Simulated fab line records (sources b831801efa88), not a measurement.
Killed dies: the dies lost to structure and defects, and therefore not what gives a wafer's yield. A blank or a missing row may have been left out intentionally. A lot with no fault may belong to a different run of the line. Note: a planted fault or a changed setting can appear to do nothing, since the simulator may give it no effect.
Comparing a struck lot with a sound one :: flow sky130 :: 21 out of 708 route steps
Sound: the wafers L923.1, L923.4, L923.5. The struck wafers were L936.4, L936.5, L936.6. The cause comes at the end.
For every step that has rows: the tool of each side, followed by ch and its chambers, followed by its first start. Under that, the readings that differ: sound wafers :: struck wafers :: difference of the means :: sigmas: that difference in standard deviations of wafers without a fault.
alike: same words and numbers on both sides, and readings whose means sit less than 2 such deviations apart. not compared: any withheld reading, any reading some wafer has no value for, any bound like >300 that may hide the same value, and any number with overlapping values for which the record gives no deviation.
Wherever a step has rows on one side only, a row that says differs or no value, or a row with sigmas, the two part there. Non-overlapping numbers with no deviation appear without sigmas and do not part them. A reading that every wafer of one side lacks parts them only if that side has two wafers or more.

first, 1 step without rows for these wafers: SKY_RES_XHIGH_IMPLANT_07.
SKY_RES_XHIGH_STRIP_08: strips in O2/N2.
  sound on plasma-asher-01 ch 0,1, day 30 00:52; struck on plasma-asher-03 ch 0,1, day 33 16:18
  alike: drypump-motor-current-A, n2-flow-sccm, oes-product-au, strip-time-to-endpoint-s
  not compared: rf-hours-counter-h
SKY_RES_XHIGH_TW_MEAS_09:
  struck on film-metro-01, day 33 16:24; sound on film-metro-01, day 30 00:58
  alike: RES_XHIGH_TW
then, 7 steps without rows for these wafers: SKY_SD_N_DEHYDRATE_00 (time 60 s); SKY_SD_N_HMDS_01 (prime time 60 s); SKY_SD_N_COAT_02 (resist thk 1140 nm); SKY_SD_N_SOFTBAKE_03 (time 60 s); SKY_SD_N_EXPOSE_04 (exposes mask NSDM, target cd 380 nm); SKY_SD_N_PEB_05; SKY_SD_N_DEVELOP_06 (develop time 60 s).
SKY_SD_N_CD_MEAS_07: target cd 380 nm.
  struck on cd-sem-02, day 34 19:00; sound on cd-sem-02, day 31 05:01
  alike: cd-nm
SKY_SD_N_OVL_MEAS_08:
  struck on overlay-02, day 34 19:05; sound on overlay-02, day 31 05:08
  alike: SD_N_OVL
SKY_SD_N_IMPLANT_09:
  sound on implanter-03 ch 0, day 31 05:10; struck on implanter-02 ch 0, day 34 19:29
following that, these wafers have no rows for 1 step: SKY_SD_N_IMPLANT_10.
SKY_SD_N_STRIP_11: strips in O2/N2.
  sound on plasma-asher-02 ch 0,1, day 31 05:28; struck on plasma-asher-02 ch 0,1, day 34 19:45
reading: oes-product-au (a.u.)
sound: 0.531 0.531 0.526
struck: 0.516 0.515 0.505
difference: -0.017
sigmas: -4

reading: strip-time-to-endpoint-s (s)
sound: 22.52 22.54 22.51
struck: 23.82 23.78 23.79
difference: +1.27
sigmas: +25
  alike: drypump-motor-current-A, n2-flow-sccm
  not compared: rf-hours-counter-h
SKY_SD_N_TW_MEAS_12:
  struck on film-metro-02, day 34 19:50; sound on film-metro-01, day 31 05:34
  alike: SD_N_TW
then, 1 step without rows for these wafers: SKY_SD_N_CLEAN_13 (cleans in SC1/SC2, time 150 s).
SKY_SD_N_RTA_14: time 2 s.
  sound on rtp-anneal-01 ch 0, day 31 05:41; struck on rtp-anneal-01 ch 0, day 34 19:57
reading: wafer_temp_C_max
sound: 1079.2 1080.1 1081.4
struck: 1076.5 1076.4 1077.7
difference: -3.4
sigmas: -3
  alike: lamp-power-pct
SKY_SD_N_RS_MEAS_16: measurement is done with a four-point probe.
  struck on film-metro-04, day 34 20:10; sound on film-metro-02, day 31 05:52
reading: SD_N_RS (ohm/sq)
sound: 68.21 68.34 68.28
struck: 63.32 63.49 63.65
difference: -4.79
sigmas: -44
SKY_SD_N_RS_MEAS_17: measurement is done with a four-point probe.
  struck on film-metro-04, day 34 20:17; sound on film-metro-02, day 31 05:59
  alike: SD_P_RS
-- here the record skips 16 days between the struck wafers' starts before and after, leaving off in module SD_N and picking up in module PAD_OPEN (first step shown: number 708 of the route) --
SKY_PAD_OPEN_PROBE_99:
  struck on prober-02, day 50 15:50; sound on prober-01, day 48 03:38
reading: model.etest.res-ndiff.line-ohm-um
sound: 759.8 747.3 755.7
struck: 645.2 641.5 640.9
difference: -111.7
sigmas: 

reading: model.etest.nfet-g5v0d10v5.r-on-ohm-um
sound: 1870 1900 1899
struck: 1795 1790 1782
difference: -101
sigmas: 

reading: model.etest.sonos-uncharged.r-on-ohm-um
sound: 810.4 816.5 827.6
struck: 745.6 744.6 747
difference: -72.4
sigmas: 

reading: model.etest.nfet_01v8_lvt.drive-ua-um
sound: 566 553.2 559.7
struck: 577.1 577.1 576.1
difference: +17.1
sigmas: 

reading: model.etest.licon-ndiff.rc-ohm
sound: 186 182.2 188.7
struck: 147.5 149.4 154.3
difference: -35.2
sigmas: 

reading: model.etest.res-ndiff.rs-ohm-sq
sound: 117 117.6 117.5
struck: 102.3 102.3 100.9
difference: -15.5
sigmas: 

reading: model.etest.res-ndiff-hv.rs-ohm-sq
sound: 110.5 111.8 111.7
struck: 95.15 95.53 95.52
difference: -15.93
sigmas: 

reading: model.etest.sonos-programmed.off-log10-a-um
sound: -13.88 -14.01 -13.96
struck: -13.75 -13.66 -13.31
difference: +0.38
sigmas: 
  alike: killed_at_M0_to_M3, killed_at_M4_up, killed-at-contacts, killed-at-front-end, killed-at-other, killed-dies, killed-open, killed-short

## WHERE THEY PART
Last at SKY_SD_N_RS_MEAS_16 as far as this record goes, first at SKY_SD_N_STRIP_11. Later steps at which nothing parts them and some readings are alike: SKY_SD_N_RS_MEAS_17, SKY_PAD_OPEN_PROBE_99.

WHY: whatever the simulator had introduced
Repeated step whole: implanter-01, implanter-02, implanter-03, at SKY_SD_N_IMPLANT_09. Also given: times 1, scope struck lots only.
